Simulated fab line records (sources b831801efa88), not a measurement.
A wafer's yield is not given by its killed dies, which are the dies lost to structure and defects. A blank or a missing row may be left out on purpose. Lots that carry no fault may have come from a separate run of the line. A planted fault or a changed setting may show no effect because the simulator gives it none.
Chamber matching + flow gf180mcu + GF_V5_CMP_04 on cmp-02 has 4 sister chambers
The step polishes SiO2. 8 wafers are shown with their chamber, then 8 later ones without.

WAFERS WITH THEIR CHAMBER
| wafer  | chamber | motor-current-A (A) | edge-zone-pressure-frac |
|--------|---------|---------------------|-------------------------|
| L733.2 | 2       | 11.8                | 1.002                   |
| L739.2 | 2       | 11.0                | 1.002                   |
| L739.6 | 1       | 13.4                | 1.004                   |
| L744.5 | 0       | 12.6                | 1.006                   |
| L745.1 | 1       | 14.5                | 0.987                   |
| L745.2 | 3       | 11.1                | 0.993                   |
| L745.6 | 3       | 10.8                | 0.997                   |
| L750.4 | 0       | 12.7                | 1.000                   |

WAFERS WITHOUT THEIR CHAMBER
| wafer  | motor-current-A (A) | edge-zone-pressure-frac |
|--------|---------------------|-------------------------|
| L750.5 | 11.9                | 1.003                   |
| L750.6 | 14.6                | 1.001                   |
| L751.1 | 15.1                | 1.010                   |
| L751.3 | 12.4                | 0.995                   |
| L751.4 | 11.0                | 1.009                   |
| L752.3 | 12.0                | 1.001                   |
| L752.5 | 11.4                | 1.000                   |
| L752.6 | 14.2                | 0.996                   |

WHICH CHAMBER EACH WENT THROUGH
| wafer  | from the rows above               | in truth |
|--------|-----------------------------------|----------|
| L750.5 | can't be placed: 2 or 0 or 3      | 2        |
| L750.6 | 1                                 | 1        |
| L751.1 | can't be placed: 1 or 0           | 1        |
| L751.3 | can't be placed: 0 or 2 or 3 or 1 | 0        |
| L751.4 | can't be placed: 2 or 3           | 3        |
| L752.3 | can't be placed: 2 or 0 or 3      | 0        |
| L752.5 | can't be placed: 2 or 3           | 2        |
| L752.6 | 1                                 | 1        |
Placed correctly: 2 of 8. Cannot be placed on the basis of these rows: 6; the candidates contain the true chamber in 6. Placed wrongly: 0.
How it was worked out, from the rows above alone: a wafer's distance from a chamber is the root of the sum, over the readings, of the square of ((its reading less the chamber's mean) divided by the reading's scatter). If the next closest chamber is less than 2 further off than the closest, the wafer can't be placed; otherwise it belongs to the closest. Each chamber's mean is taken over the wafers shown for it. The scatter: the root of (the sum of the squares of (reading less its chamber's mean) over the shown wafers, divided by (wafers less chambers)).
